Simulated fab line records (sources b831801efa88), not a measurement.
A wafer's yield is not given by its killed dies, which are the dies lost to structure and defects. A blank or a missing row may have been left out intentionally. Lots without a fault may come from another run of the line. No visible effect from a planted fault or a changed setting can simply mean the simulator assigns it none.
Comparing a struck lot with a sound one    flow sky130    28 steps out of a route of 708
Sound: the wafers L767.2, L767.5, L767.6. The struck wafers were L772.2, L772.4, L772.6. The cause is named last.
For every step that has rows: the tool of each side, followed by ch and its chambers, followed by its first start. Under that, the readings that differ: sound wafers    struck wafers    difference of the means    sigmas: that difference in standard deviations of wafers without a fault.
alike: readings with means less than 2 such deviations apart, plus words and numbers identical on both sides. not compared: withheld readings, readings lacking a value on some wafer, bounds such as >300 that could conceal the same value, and numbers that have no deviation in the record and whose values overlap.
Wherever a step has rows on one side only, a row that says differs or no value, or a row with sigmas, the two part there. When numbers do not overlap yet have no deviation, they are printed without sigmas and do not part them. A reading missing from all wafers of one side parts the sides only when that side holds two or more wafers.

first, 1 step without rows for these wafers: SKY_DNWELL_IMPLANT_07.
SKY_DNWELL_STRIP_08: strips in O2/N2.
  sound on plasmaAsher-03 ch 0,1, day 3 03:42; struck on plasmaAsher-02 ch 0, day 4 10:24
  alike: drypumpMotorCurrentA, oesProductAu, stripTimeToEndpointS
  not compared: rfHoursCounterH
SKY_DNWELL_TW_MEAS_09:
  sound: filmMetro-04 at day 3 03:49; struck: filmMetro-02 at day 4 10:31
  alike: DNWELL_TW
then, 7 steps without rows for these wafers: SKY_PWDE_DEHYDRATE_00 (time 60 s); SKY_PWDE_HMDS_01 (prime time 60 s); SKY_PWDE_COAT_02 (resist thk 3000 nm); SKY_PWDE_SOFTBAKE_03; SKY_PWDE_EXPOSE_04 (exposes mask PWDEM, target cd 840 nm); SKY_PWDE_PEB_05; SKY_PWDE_DEVELOP_06 (develop time 60 s).
SKY_PWDE_OVL_MEAS_07:
  sound: overlay-02 at day 3 19:46; struck: overlay-01 at day 5 03:42
  alike: PWDE_OVL
after that, 1 step had no rows for these wafers: SKY_PWDE_IMPLANT_08.
SKY_PWDE_STRIP_09: strips in O2/N2.
  sound on plasmaAsher-03 ch 0,1, day 3 19:57; struck on plasmaAsher-03 ch 0,1, day 5 03:53
reading                                sound              struck             difference                     sigmas
oesProductAu (a.u.)                    0.722 0.720 0.723  0.932 0.928 0.935  +0.210                         +48
stripTimeToEndpointS (s)               36.92 36.91 36.86  - - -              no value on the struck wafers  
model.coat_of_PWDE_COAT_02.thkNm (nm)  0 0 0              1456 1455 1453     +1455                          
  alike: drypumpMotorCurrentA
  not compared: rfHoursCounterH
SKY_PWDE_TW_MEAS_10:
  sound: filmMetro-03 at day 3 20:04; struck: filmMetro-04 at day 5 03:59
  alike: PWDE_TW
then, 7 steps without rows for these wafers: SKY_NWELL_DEHYDRATE_03 (time 60 s); SKY_NWELL_HMDS_04 (prime time 60 s); SKY_NWELL_COAT_05 (resist thk 3000 nm); SKY_NWELL_SOFTBAKE_06; SKY_NWELL_EXPOSE_07 (exposes mask NWM, target cd 840 nm); SKY_NWELL_PEB_08; SKY_NWELL_DEVELOP_09 (develop time 60 s).
SKY_NWELL_OVL_MEAS_10:
  sound: overlay-02 at day 4 13:07; struck: overlay-02 at day 5 21:13
  alike: NWELL_00_OVL
then, 3 steps without rows for these wafers: SKY_NWELL_IMPLANT_11; SKY_NWELL_IMPLANT_12; SKY_NWELL_IMPLANT_13.
SKY_NWELL_STRIP_14: strips in O2/N2.
  sound on plasmaAsher-04 ch 0,1, day 4 13:36; struck on plasmaAsher-01 ch 0,1, day 5 21:41
reading                   sound              struck             difference  sigmas
drypumpMotorCurrentA (A)  5.3 5.4 5.3        5.7 6.8 6.7        +1.1        +2
stripTimeToEndpointS (s)  36.88 36.84 36.74  58.32 58.25 58.21  +21.44      +99 or more
  alike: oesProductAu
  not compared: rfHoursCounterH
SKY_NWELL_TW_MEAS_15:
  sound: filmMetro-04 at day 4 13:43; struck: filmMetro-02 at day 5 21:48
reading   sound           struck    difference  sigmas
NWELL_TW  1827 1834 1832  30 30 30  -1801       -82
then, 1 step without rows for these wafers: SKY_NWELL_DEHYDRATE_16 (time 60 s).

## WHERE THEY PART
At SKY_PWDE_STRIP_09 first; at SKY_NWELL_TW_MEAS_15 last (within this record only).

WHY: the cause the simulator had injected
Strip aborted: plasmaAsher-03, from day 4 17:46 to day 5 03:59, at SKY_PWDE_STRIP_09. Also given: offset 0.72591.
